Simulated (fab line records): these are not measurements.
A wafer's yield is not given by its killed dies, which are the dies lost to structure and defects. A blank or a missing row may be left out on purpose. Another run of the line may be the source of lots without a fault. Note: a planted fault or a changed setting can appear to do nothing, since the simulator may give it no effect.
fab line records	flow sky130
record lots=6	wafers=18	last-day=50
route steps=708 shown LOCAL_INTERCONNECT@405 CONTACT@406 PAD_OPEN@708
lots that met no fault: taken from a fault-free run of the same line
start-h: hours from the record's opening day to when the first of the lot's shown wafers began	wait-h: hours elapsed since this lot's preceding step	" unchanged from the row above	L1.1+2: several wafers, shown together as one row	- value missing, or start not given	* or withheld: withheld	< > ~ a bound
route shown NAME@n: names a module that has steps shown in the file, with the first one's number in the route	usual: average and standard deviation across the fault-free wafers	same: alike in all rows	chamber/n: place in a boat	sites: each site's reading	_std_site: the standard deviation of these	_edge_site: outer sites' mean less inner sites'	radius-mm: for every site, how far away it sits from the centre of the wafer	mask NAME#n: copy n	behind: the most recent tool/chamber to have shaped the wafer	hold: the reason the lot was held/the length of the hold in hours/how it ended	device: which transistor (n, p or np) failed to switch	end of line: the tests these same wafers got at the end of their route	step lacking rows: just its recipe	killed: not the wafer's yield, but the dies lost to structure and defects at the first sort	map: a wafer's dies, marking killed ones x, the rest . and places with no die _
set.NAME: the setting as run; set.NAME@STEP: as run at that earlier step	model.NAME: the simulator's own value behind a step, which no gauge read
a table for each step, a row for each wafer; lots at some steps of the route
services: when a tool's chamber went out of use (start-h, in hours from the record's first day, below 0 if earlier), for how many hours, and the reason
## steps
# step SKY_LOCAL_INTERCONNECT_CLEAN_18
# recipe chemistry=O3/DIW	dry=n2-spin
# step SKY_CONTACT_CVD_00
# recipe material=Si3N4	target-thk-nm=75	temp-c=400	time-s=withheld	rf-w=450
# usual heater-power-w=735/58
lot.wafer	tool	chamber	start-h	wait-h	heater-power-w
L465.3	pecvd-02	0	748.17	0.0	749
L465.5	"	1	"	"	780
L465.6	"	0	"	"	756
L464.2	pecvd-01	1	751.35	0.0	702
L464.3	"	2	"	"	844
L464.5	"	1	"	"	674
L469.1	pecvd-01	2	779.60	0.0	727
L469.3	"	0	"	"	745
L469.6	"	1	"	"	658
L474.2	pecvd-02	2	813.39	0.0	697
L474.3	"	1	"	"	782
L474.6	"	2	"	"	704
L481.2	pecvd-01	2	859.69	0.0	733
L481.3	"	1	"	"	640
L481.4	"	0	"	"	661
L483.1	pecvd-01	0	878.13	0.0	718
L483.5	"	2	"	"	860
L483.6	"	0	"	"	728
# step SKY_CONTACT_THK_MEAS_01
# recipe reads=Si3N4_of_CONTACT_CVD_00
# usual CONTACT_CVD_00_THK=74.4/1
lot.wafer	tool	chamber	start-h	wait-h	CONTACT_CVD_00_THK[nm]
L465.3	film-metro-04	-	748.22	-	74.2
L465.5	"	-	"	"	75.1
L465.6	"	-	"	"	74.5
L464.2	film-metro-04	-	751.39	-	73.9
L464.3	"	-	"	"	75.3
L464.5	"	-	"	"	75.3
L469.1	film-metro-03	-	779.63	-	75.3
L469.3	"	-	"	"	73.8
L469.6	"	-	"	"	74.7
L474.2	film-metro-01	-	813.44	-	73.3
L474.3	"	-	"	"	74.1
L474.6	"	-	"	"	74.3
L481.2	film-metro-03	-	859.73	-	75.4
L481.3	"	-	"	"	74.1
L481.4	"	-	"	"	74.7
L483.1	film-metro-04	-	878.18	-	73.6
L483.5	"	-	"	"	76.3
L483.6	"	-	"	"	75.1
# step SKY_CONTACT_HDPCVD_02
# recipe material=SiO2	target-thk-nm=565	sigma-open-frac=0.3	time-s=94.2	temp-c=600	sih4-flow-sccm=60	pressure-mtorr=6
# step SKY_CONTACT_THK_MEAS_03
# recipe reads=SiO2_of_CONTACT_HDPCVD_02
# usual CONTACT_HDPCVD_THK=567/5.9
lot.wafer	tool	chamber	start-h	wait-h	CONTACT_HDPCVD_THK[nm]
L465.3	film-metro-01	-	748.35	0.1	571
L465.5	"	-	"	"	569
L465.6	"	-	"	"	564
L464.2	film-metro-01	-	751.52	0.0	563
L464.3	"	-	"	"	569
L464.5	"	-	"	"	566
L469.1	film-metro-04	-	779.76	0.0	567
L469.3	"	-	"	"	560
L469.6	"	-	"	"	562
L474.2	film-metro-04	-	813.57	0.0	573
L474.3	"	-	"	"	573
L474.6	"	-	"	"	568
L481.2	film-metro-03	-	859.86	0.0	561
L481.3	"	-	"	"	556
L481.4	"	-	"	"	566
L483.1	film-metro-03	-	878.31	0.0	568
L483.5	"	-	"	"	566
L483.6	"	-	"	"	563
# step SKY_CONTACT_CMP_04
# recipe material=SiO2	down-force-psi=4	platen-rpm=60	pad-velocity-m-s=0.94248
# usual motor-current-A=11.8/1.3	time-to-endpoint-s=84/5.1
lot.wafer	tool	chamber	start-h	wait-h	motor-current-A	time-to-endpoint-s
L465.3	cmp-02	0	748.39	0.0	9.9	78
L465.6	"	0	"	"	9.8	78
L465.5	"	1	"	"	12.2	82
L464.3	cmp-02	0	751.67	0.1	10.0	85
L464.2	"	1	"	"	12.3	78
L464.5	"	3	"	"	12.0	90
L469.3	cmp-01	2	779.92	0.1	10.9	82
L469.1	"	3	"	"	11.2	90
L469.6	"	0	"	"	14.5	87
L474.2	cmp-02	1	813.67	0.1	11.7	82
L474.3	"	3	"	"	11.3	91
L474.6	"	0	"	"	9.8	80
L481.2	cmp-01	2	859.91	0.0	11.4	80
L481.3	"	3	"	"	11.7	83
L481.4	"	0	"	"	14.5	90
L483.1	cmp-01	2	878.47	0.1	11.5	86
L483.5	"	0	"	"	14.7	89
L483.6	"	1	"	"	12.1	85
# step SKY_CONTACT_BOW_MEAS_05
# recipe mode=bow
# usual CONTACT_BOW=82/6.7
lot.wafer	tool	chamber	start-h	wait-h	CONTACT_BOW[um]
L465.3	film-metro-04	-	748.73	0.3	79
L465.5	"	-	"	"	88
L465.6	"	-	"	"	98
L464.2	film-metro-01	-	751.89	0.1	82
L464.3	"	-	"	"	86
L464.5	"	-	"	"	72
L469.1	film-metro-03	-	780.12	0.1	80
L469.3	"	-	"	"	89
L469.6	"	-	"	"	72
L474.2	film-metro-01	-	813.94	0.2	86
L474.3	"	-	"	"	78
L474.6	"	-	"	"	75
L481.2	film-metro-03	-	860.23	0.3	73
L481.3	"	-	"	"	80
L481.4	"	-	"	"	95
L483.1	film-metro-03	-	878.67	0.1	83
L483.5	"	-	"	"	85
L483.6	"	-	"	"	71
# step SKY_CONTACT_DEHYDRATE_06
# recipe temp-c=200	time-s=60
# step SKY_CONTACT_HMDS_07
# recipe prime-time-s=60	prime-temp-c=120
# step SKY_CONTACT_COAT_08
# recipe resist=BARC	temp-c=withheld	time-s=withheld	spin-rpm=3000	resist-thk-nm=60
# step SKY_CONTACT_COAT_09
# recipe resist=KrF-thick	spin-rpm=3000	resist-thk-nm=450
# step SKY_CONTACT_SOFTBAKE_10
# recipe temp-c=100	time-s=90	resist=KrF-thick
# step SKY_CONTACT_EXPOSE_11
# recipe mask-id=CTM1	na=0.8	source-shape=annular	sigma-inner=0.55	sigma-outer=0.85	target-cd-nm=170	dose-mj=38
# usual exposure-dose-mJ-cm2=37.98/0.059
# same sigma-inner=0.55
lot.wafer	tool	chamber	start-h	wait-h	mask	exposure-dose-mJ-cm2
L465.3	krf-scanner-01	0	763.00	-	CTM1#0	37.98
L465.5	"	0	"	"	CTM1#0	37.94
L465.6	"	0	"	"	CTM1#0	37.96
L464.2	krf-scanner-02	0	766.16	-	CTM1#0	38.01
L464.3	"	0	"	"	CTM1#0	37.96
L464.5	"	0	"	"	CTM1#0	38.02
L469.1	krf-scanner-02	0	794.26	-	CTM1#0	33.62
L469.3	"	0	"	"	CTM1#0	33.68
L469.6	"	0	"	"	CTM1#0	33.65
L474.2	krf-scanner-02	0	827.95	-	CTM1#0	34.66
L474.3	"	0	"	"	CTM1#0	34.68
L474.6	"	0	"	"	CTM1#0	34.58
L481.2	krf-scanner-01	0	874.20	-	CTM1#0	37.88
L481.3	"	0	"	"	CTM1#0	37.91
L481.4	"	0	"	"	CTM1#0	37.92
L483.1	krf-scanner-01	0	892.41	-	CTM1#0	37.86
L483.5	"	0	"	"	CTM1#0	37.94
L483.6	"	0	"	"	CTM1#0	37.92
# step SKY_CONTACT_PEB_12
# recipe peb-temp-c=withheld	peb-time-s=withheld	resist=KrF-thick
# step SKY_CONTACT_DEVELOP_13
# recipe develop-time-s=60	resist=KrF-thick	dev-temp-c=21
# step SKY_CONTACT_CD_MEAS_14
# recipe target-cd-nm=170
# usual cd-nm=169.4/1.4
lot.wafer	tool	chamber	start-h	wait-h	cd-nm
L465.3	cd-sem-01	-	776.15	-	171.2
L465.5	"	-	"	"	170.5
L465.6	"	-	"	"	169.8
L464.2	cd-sem-01	-	779.33	-	171.2
L464.3	"	-	"	"	168.7
L464.5	"	-	"	"	171.1
L469.1	cd-sem-01	-	807.22	-	145.4
L469.3	"	-	"	"	145.3
L469.6	"	-	"	"	145.6
L474.2	cd-sem-01	-	841.28	-	151.0
L474.3	"	-	"	"	151.6
L474.6	"	-	"	"	153.4
L481.2	cd-sem-02	-	887.53	-	168.9
L481.3	"	-	"	"	169.8
L481.4	"	-	"	"	170.1
L483.1	cd-sem-01	-	905.03	-	170.4
L483.5	"	-	"	"	169.3
L483.6	"	-	"	"	170.1
# step SKY_CONTACT_OVL_MEAS_15
# usual CONTACT_OVL=1/5.2
lot.wafer	tool	chamber	start-h	wait-h	CONTACT_OVL[nm]
L465.3	overlay-02	-	776.24	0.1	5
L465.5	"	-	"	"	-2
L465.6	"	-	"	"	8
L464.2	overlay-02	-	779.43	0.1	-3
L464.3	"	-	"	"	10
L464.5	"	-	"	"	2
L469.1	overlay-01	-	807.34	0.1	5
L469.3	"	-	"	"	6
L469.6	"	-	"	"	5
L474.2	overlay-02	-	841.38	0.1	-2
L474.3	"	-	"	"	0
L474.6	"	-	"	"	-2
L481.2	overlay-01	-	887.64	0.1	5
L481.3	"	-	"	"	3
L481.4	"	-	"	"	6
L483.1	overlay-02	-	905.15	0.1	4
L483.5	"	-	"	"	2
L483.6	"	-	"	"	0
# step SKY_CONTACT_ETCH_16
# recipe chemistry=N2/H2	target=BARC	ion-energy-ev=200	source-w=500	bias-w=100	pressure-mtorr=30	n2-flow-sccm=100	h2-flow-sccm=200	stop-on=SiO2	time-s=45.9	target-depth-a=600
# usual drypump-motor-current-A=5.9/0.38	oes-product-au=0.856/0.0046	throttle-valve-pct=13.225/0.0088
lot.wafer	tool	chamber	start-h	wait-h	drypump-motor-current-A	oes-product-au	rf-hours-counter-h	throttle-valve-pct	model.CONTACT.cd-nm
L465.3	rie-diel-02	1	776.26	0.0	5.6	0.859	1	13.211	172.2
L465.5	"	0	"	"	6.2	0.856	-	13.235	171
L465.6	"	1	"	"	5.5	0.861	-	13.243	171.6
L464.2	rie-diel-02	3	779.46	0.0	6.0	0.849	8	13.215	171.2
L464.3	"	2	"	"	6.2	0.863	20	13.220	169.2
L464.5	"	2	"	"	6.2	0.861	-	13.227	171.5
L469.1	rie-diel-03	1	807.38	0.0	5.3	0.863	20	13.216	144.9
L469.3	"	2	"	"	5.7	0.860	1	13.231	143.9
L469.6	"	3	"	"	6.3	0.852	-	13.221	145.3
L474.2	rie-diel-03	1	841.41	0.0	5.3	0.849	21	13.225	150.4
L474.3	"	3	"	"	6.3	0.863	6	13.200	152.2
L474.6	"	3	"	"	6.3	0.855	-	13.227	153.6
L481.2	rie-diel-02	3	887.67	0.0	6.0	0.858	12	13.204	169.4
L481.3	"	0	"	"	6.2	0.861	15	13.224	169.4
L481.4	"	1	"	"	5.6	0.857	5	13.234	172
L483.1	rie-diel-03	2	905.19	0.0	5.7	0.862	4	13.233	169.2
L483.5	"	3	"	"	6.3	0.850	-	13.215	169.5
L483.6	"	2	"	"	5.7	0.847	-	13.212	169.2
# step SKY_CONTACT_ETCH_17
# recipe target=SiO2	chemistry=C4F8/O2/Ar	stop-on=Si3N4	mask-material=KrF-thick	source-w=1500	bias-w=1200	pressure-mtorr=40	c4f8-flow-sccm=withheld	O2_flow_sccm=6	Ar_flow_sccm=300	time-s=withheld	target-depth-a=3400
# usual oes-product-au=0.892/0.0048
lot.wafer	tool	chamber	start-h	wait-h	oes-product-au
L465.3	rie-diel-02	1	776.31	0.0	0.888
L465.5	"	0	"	"	0.895
L465.6	"	1	"	"	0.890
L464.2	rie-diel-02	3	779.51	0.0	0.888
L464.3	"	2	"	"	0.902
L464.5	"	2	"	"	0.893
L469.1	rie-diel-03	1	807.42	0.0	0.886
L469.3	"	2	"	"	0.885
L469.6	"	3	"	"	0.892
L474.2	rie-diel-03	1	841.46	0.0	0.892
L474.3	"	3	"	"	0.892
L474.6	"	3	"	"	0.894
L481.2	rie-diel-02	3	887.71	0.0	0.897
L481.3	"	0	"	"	0.890
L481.4	"	1	"	"	0.896
L483.1	rie-diel-03	2	905.23	0.0	0.878
L483.5	"	3	"	"	0.893
L483.6	"	2	"	"	0.890
# step SKY_CONTACT_ETCH_18
# recipe target=Si3N4	chemistry=CHF3/O2	stop-on=TiN	source-w=600	bias-w=200	pressure-mtorr=40	chf3-flow-sccm=50	O2_flow_sccm=5	time-s=39	target-depth-a=750
# usual drypump-motor-current-A=5.9/0.38	oes-product-au=0.851/0.0076	throttle-valve-pct=8.793/0.0082
lot.wafer	tool	chamber	start-h	wait-h	drypump-motor-current-A	oes-product-au	rf-hours-counter-h	throttle-valve-pct	model.CONTACT.cd-nm
L465.3	rie-diel-02	1	-	-	5.5	0.852	1	8.787	172.1
L465.5	"	0	"	"	6.2	0.856	-	8.771	171
L465.6	"	1	"	"	5.5	0.855	-	8.801	171.5
L464.2	rie-diel-02	3	-	-	6.1	0.852	8	8.795	171.7
L464.3	"	2	"	"	6.2	0.860	21	8.787	168.9
L464.5	"	2	"	"	6.2	0.861	-	8.779	171.2
L469.1	rie-diel-03	1	-	-	5.3	0.850	20	8.782	144.1
L469.3	"	2	"	"	5.6	0.854	1	8.787	143.3
L469.6	"	3	"	"	6.3	0.848	-	8.794	145.1
L474.2	rie-diel-03	1	-	-	5.3	0.841	21	8.785	150
L474.3	"	3	"	"	6.3	0.845	6	8.796	152
L474.6	"	3	"	"	6.3	0.852	-	8.801	153.6
L481.2	rie-diel-02	3	-	-	5.9	0.863	12	8.786	169.9
L481.3	"	0	"	"	6.2	0.848	15	8.793	170
L481.4	"	1	"	"	5.5	0.853	5	8.799	172
L483.1	rie-diel-03	2	-	-	5.6	0.849	4	8.774	168.8
L483.5	"	3	"	"	6.3	0.868	-	8.799	168.9
L483.6	"	2	"	"	5.7	0.855	-	8.795	168.7
# step SKY_CONTACT_STRIP_19
# recipe chemistry=O2/N2	power-w=1400	pressure-mtorr=1500	platen-temp-c=withheld	o2-flow-sccm=3000	n2-flow-sccm=300	overash-fraction=0.5
# usual drypump-motor-current-A=6.0/0.37	oes-product-au=0.380/0.0046	strip-time-to-endpoint-s=3.62/0.032
lot.wafer	tool	chamber	start-h	wait-h	drypump-motor-current-A	oes-product-au	rf-hours-counter-h	strip-time-to-endpoint-s
L465.3	plasma-asher-04	1	776.43	-	6.0	0.375	-	3.61
L465.5	"	0	"	"	6.4	0.388	-	3.71
L465.6	"	1	"	"	6.0	0.379	-	3.63
L464.2	plasma-asher-04	0	779.60	-	6.4	0.376	36	3.57
L464.3	"	1	"	"	6.1	0.378	-	3.59
L464.5	"	0	"	"	6.4	0.373	-	3.57
L469.1	plasma-asher-03	0	807.51	-	6.1	0.379	7	3.62
L469.3	"	1	"	"	6.1	0.371	-	3.62
L469.6	"	0	"	"	6.1	0.380	-	3.65
L474.2	plasma-asher-04	0	841.55	-	6.4	0.381	42	3.58
L474.3	"	0	"	"	6.4	0.383	-	3.61
L474.6	"	1	"	"	6.0	0.377	-	3.62
L481.2	plasma-asher-03	1	887.80	-	6.1	0.380	14	3.60
L481.3	"	1	"	"	6.1	0.386	-	3.65
L481.4	"	0	"	"	6.1	0.383	-	3.61
L483.1	plasma-asher-01	1	905.32	-	6.3	0.381	104	3.62
L483.5	"	1	"	"	6.4	0.377	-	3.58
L483.6	"	0	"	"	5.3	0.378	-	3.63
# step SKY_PAD_OPEN_PROBE_99
# usual killed_at_M0_to_M3=43/6.8	killed_at_M4_up=3.2/2	killed-at-contacts=24/5.3	killed-at-front-end=16/4.4	killed-at-other=0.3/0.54	killed-dies=86/9.4	killed-open=48/6.6	killed-short=38/6.5
# same gross-dies=492	killed-at-back-side=0
lot.wafer	tool	chamber	start-h	wait-h	killed_at_M0_to_M3	killed_at_M4_up	killed-at-contacts	killed-at-front-end	killed-at-other	killed-dies	killed-open	killed-short	model.etest.mcon-chain.rc-ohm
L465.3	prober-02	-	1114.74	0.2	44	1	20	10	0	75	47	28	16.08
L465.5	prober-02	-	1114.84	0.2	36	3	26	11	0	76	47	29	16.52
L465.6	prober-02	-	1114.89	0.2	38	2	18	14	1	73	33	40	16.01
L464.2	prober-02	-	1119.27	0.1	53	3	19	12	0	87	54	33	16.74
L464.3	prober-02	-	1119.32	0.2	41	5	24	16	0	86	44	42	17.18
L464.5	prober-02	-	1119.42	0.2	43	3	16	5	0	67	35	32	16.14
L469.1	prober-02	-	1140.50	0.1	49	2	61	16	1	129	50	45	20.7
L469.3	prober-02	-	1140.60	0.2	42	3	67	19	0	131	44	44	20.82
L469.6	prober-02	-	1140.75	0.2	43	0	61	16	0	120	51	30	19.34
L474.2	prober-02	-	1164.53	0.1	46	7	32	15	0	100	52	36	20.32
L474.3	prober-02	-	1164.58	0.2	44	2	27	17	0	90	46	41	19.07
L474.6	prober-02	-	1164.73	0.2	44	3	25	16	0	88	42	40	18.76
L481.2	prober-02	-	1192.16	0.1	39	2	37	6	0	84	47	37	16.75
L481.3	prober-02	-	1192.21	0.2	58	2	29	22	0	111	56	54	17.17
L481.4	prober-02	-	1192.26	0.2	39	1	25	14	0	79	39	40	16.07
L483.1	prober-02	-	1206.53	0.1	43	0	17	13	0	73	42	31	16.28
L483.5	prober-02	-	1206.73	0.2	45	3	16	13	0	77	49	28	17.12
L483.6	prober-02	-	1206.78	0.2	46	5	23	11	0	85	50	34	16.19
# killed by level:class
L465.3 CONTACT:geometric-particle:open=10 VIA2:geometric-particle:open=10 VIA1:geometric-particle:open=9 VIA1:geometric-particle:short=5 METAL3:geometric-particle:short=5 VIA3:geometric-particle:open=5 FIELD_ISO:geometric-particle:open=4 FIELD_ISO:geometric-particle:short=3
L465.5 CONTACT:geometric-particle:open=13 VIA1:geometric-particle:open=11 LOCAL_INTERCONNECT:geometric-particle:short=6 FIELD_ISO:geometric-particle:open=5 LI_CONTACT:geometric-particle:open=5 VIA1:geometric-particle:short=5 VIA2:geometric-particle:open=5 VIA3:geometric-particle:open=4
L465.6 VIA2:geometric-particle:open=9 CONTACT:geometric-particle:open=7 VIA1:geometric-particle:short=7 VIA1:geometric-particle:open=7 FIELD_ISO:geometric-particle:short=5 CONTACT:geometric-particle:short=5 VIA3:geometric-particle:short=4 METAL1:geometric-particle:short=3
L464.2 CONTACT:geometric-particle:open=9 VIA3:geometric-particle:open=8 VIA3:geometric-particle:short=7 METAL1:geometric-particle:short=7 VIA2:geometric-particle:open=7 VIA1:geometric-particle:open=6 LI_CONTACT:geometric-particle:open=5 VIA1:geometric-particle:short=5
L464.3 CONTACT:geometric-particle:open=9 VIA1:geometric-particle:open=9 VIA3:geometric-particle:open=8 VIA1:geometric-particle:short=7 LI_CONTACT:geometric-particle:open=6 FIELD_ISO:geometric-particle:open=5 LOCAL_INTERCONNECT:geometric-particle:short=4 POLY_GATE:geometric-particle:short=4
L464.5 VIA1:geometric-particle:open=14 CONTACT:geometric-particle:short=6 VIA3:geometric-particle:open=6 VIA1:geometric-particle:short=5 LI_CONTACT:geometric-particle:open=4 METAL2:geometric-particle:short=4 CONTACT:geometric-particle:open=3 METAL1:geometric-particle:short=3
L469.1 CONTACT:area-expose=34 VIA1:geometric-particle:open=12 CONTACT:geometric-particle:open=11 METAL2:geometric-particle:short=7 POLY_GATE:geometric-particle:short=6 LI_CONTACT:geometric-particle:open=6 VIA1:geometric-particle:short=6 VIA2:geometric-particle:open=6
L469.3 CONTACT:area-expose=43 FIELD_ISO:geometric-particle:short=9 VIA1:geometric-particle:open=9 VIA3:geometric-particle:open=7 LI_CONTACT:geometric-particle:open=6 FIELD_ISO:geometric-particle:open=5 VIA3:geometric-particle:short=5 CONTACT:geometric-particle:open=5
L469.6 CONTACT:area-expose=39 VIA1:geometric-particle:open=13 CONTACT:geometric-particle:open=9 VIA1:geometric-particle:short=9 POLY_GATE:geometric-particle:open=7 METAL2:geometric-particle:short=7 VIA2:geometric-particle:open=6 POLY_GATE:geometric-particle:short=5
L474.2 VIA1:geometric-particle:open=13 CONTACT:area-expose=12 CONTACT:geometric-particle:open=9 METAL4:geometric-particle:short=7 VIA2:geometric-particle:open=6 METAL3:geometric-particle:short=6 VIA3:geometric-particle:open=5 FIELD_ISO:geometric-particle:open=4
L474.3 VIA1:geometric-particle:open=13 CONTACT:geometric-particle:open=10 LI_CONTACT:geometric-particle:open=8 VIA2:geometric-particle:open=7 POLY_GATE:geometric-particle:short=6 METAL1:geometric-particle:short=5 VIA1:geometric-particle:short=5 FIELD_ISO:geometric-particle:short=4
L474.6 METAL2:geometric-particle:short=10 VIA3:geometric-particle:open=8 FIELD_ISO:geometric-particle:short=7 LI_CONTACT:geometric-particle:open=7 CONTACT:geometric-particle:open=6 VIA2:geometric-particle:open=6 CONTACT:area-expose=6 VIA1:geometric-particle:open=5
L481.2 CONTACT:geometric-particle:open=12 LI_CONTACT:geometric-particle:open=8 LOCAL_INTERCONNECT:geometric-particle:short=7 VIA1:geometric-particle:open=6 VIA3:geometric-particle:open=6 VIA1:geometric-particle:short=5 VIA2:geometric-particle:short=5 LI_CONTACT:geometric-particle:short=4
L481.3 VIA1:geometric-particle:open=18 METAL1:geometric-particle:short=9 CONTACT:geometric-particle:open=9 LOCAL_INTERCONNECT:geometric-particle:short=7 FIELD_ISO:geometric-particle:open=6 VIA1:geometric-particle:short=6 POLY_GATE:geometric-particle:short=5 LI_CONTACT:geometric-particle:open=5
L481.4 CONTACT:geometric-particle:short=9 CONTACT:geometric-particle:open=6 VIA1:geometric-particle:short=6 VIA1:geometric-particle:open=6 VIA2:geometric-particle:open=6 FIELD_ISO:geometric-particle:short=5 LI_CONTACT:geometric-particle:open=5 VIA3:geometric-particle:open=5
L483.1 VIA2:geometric-particle:open=10 CONTACT:geometric-particle:open=9 VIA1:geometric-particle:open=9 METAL2:geometric-particle:short=7 POLY_GATE:geometric-particle:short=5 VIA1:geometric-particle:short=5 VIA3:geometric-particle:open=4 VIA3:geometric-particle:short=4
L483.5 VIA1:geometric-particle:open=11 VIA2:geometric-particle:open=7 VIA3:geometric-particle:short=6 FIELD_ISO:geometric-particle:open=5 LI_CONTACT:geometric-particle:open=5 VIA1:geometric-particle:short=5 VIA3:geometric-particle:open=5 CONTACT:geometric-particle:short=4
L483.6 CONTACT:geometric-particle:open=12 VIA1:geometric-particle:open=9 VIA1:geometric-particle:short=7 VIA2:geometric-particle:open=7 METAL2:geometric-particle:short=5 LI_CONTACT:geometric-particle:open=4 VIA2:geometric-particle:short=4 VIA3:geometric-particle:open=4
# map L469.3 (x killed, . not)
__________.....x...._________
________.......xx..x.._______
______x.......x........._____
_____...x.x.x.......x....____
____...x.................x___
___....x...x.xxxx...x....x.__
__.............xxx.........._
_..x........x.xx...x.........
_...xx..x.xxxx.x..x..x...x..x
_............x.x.x...xxxx.x..
_...xx.x.xxx.xxxx...xx...xx.x
_....x..x.xxxx..xx..x........
_..x..x.......xxx.xx..x.x....
_.xx..x....xxx.xx...xx.x.....
_.x......x..x.xxx.....x....x.
__xx.....x.x.....x.x....x..._
___.........xx.......xxx...__
____..x...x.x.....x...x...___
_____..xx........x.x.....____
______........x...x....._____
________x.....x.x....._______
__________.xx..xxx.._________
# map L474.2 (x killed, . not)
__________....xxx..._________
________.......x......_______
______xx...x....x..x...._____
_____xx.x.......x.......x____
____.....x...x.x..........___
___..........x..x..xx.x.x..__
__...x....x....xxx...x...x.._
_....xx..........x.x.........
_..xx....x.....x..x....x.....
_............x........x.....x
_......xx.....x...xx.....x.x.
_.....x......x..x.....x..x...
_x............xx..xx....x..x.
_.......x.....x..xxxx.x.x....
_.......x......xx...xxx.....x
__....x..xx....x.......x...._
___......x......x.......x..__
____...................x..___
_____x.x.......x.........____
______....xx.......x...._____
________...xx.x..x.xx._______
__________.x......x._________
## services
tool	chamber	start-h	hours	kind
krf-scanner-01	-	725.90	1.3	pm
cmp-02	-	733.95	2.6	repair
krf-scanner-01	-	736.63	0.2	repair
cmp-02	-	740.93	1.0	repair
krf-scanner-02	-	743.04	0.8	pm
cmp-01	-	747.61	25.7	repair
krf-scanner-02	-	751.52	1.0	pm
cmp-02	-	751.87	4.0	pm
rie-diel-03	2	760.36	4.0	repair
cmp-02	-	762.64	0.6	repair
plasma-asher-04	-	763.39	1.6	repair
cmp-02	-	768.50	2.5	repair
rie-diel-02	1	788.97	10.5	repair
krf-scanner-02	-	789.17	1.3	pm
rie-diel-02	2	790.79	3.5	repair
krf-scanner-02	-	791.16	1.0	repair
cmp-02	-	798.65	2.1	repair
cmp-01	-	809.50	5.1	pm
krf-scanner-02	-	833.86	1.9	repair
cmp-02	-	838.63	3.8	pm
krf-scanner-01	-	844.34	0.5	repair
cmp-01	-	847.83	5.3	repair
krf-scanner-01	-	862.74	0.8	pm
rie-diel-03	0	896.43	10.0	repair
## key
first-sign step=SKY_CONTACT_EXPOSE_11	reading=exposure-dose-mJ-cm2	direction=down	sigmas=65	usual=*	struck=*
effect step=SKY_CONTACT_CD_MEAS_14	reading=cd-nm	direction=down	sigmas=15	usual=169.4	struck=148.7	through=control-loop
effect step=SKY_PAD_OPEN_PROBE_99	reading=killed-at-contacts	direction=up	sigmas=4.2	usual=24	struck=46	wafers-moved=4
model-effect step=SKY_CONTACT_ETCH_16	value=CONTACT.cd-nm	without=168.3	struck=148.4
model-effect step=SKY_CONTACT_ETCH_18	value=CONTACT.cd-nm	without=167.9	struck=148
model-effect step=SKY_PAD_OPEN_PROBE_99	value=etest.mcon-chain.rc-ohm	without=16.89	struck=19.84
more-kills-born-at SKY_CONTACT_EXPOSE_11@krf-scanner-02=137
met-at SKY_CONTACT_EXPOSE_11
struck-wafers L469.1,L469.3,L469.6,L474.2,L474.3,L474.6
tester-left-out L469,L474
loop-trim step=SKY_CONTACT_EXPOSE_11	setting=dose	lots=L474
onset-between 766.16 794.26
fault kind=process-parameter-drift	tool=krf-scanner-02	chamber=-	onset-h=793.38	steps=SKY_CONTACT_EXPOSE_11	channel=dose-mj	offset=-4.321	shape=step	acts-in=these-recipes-only	stated=38
# tester-left-out: of these lots the tester's yield and bins aren't shown, on N5 and GAA mostly nor the transistor test; their killed dies are dies lost to structure and defects alone, not to doping, threshold or leakage, so they don't give the yield
# loop-trim: a control loop set the setting to another value than it would have without faults
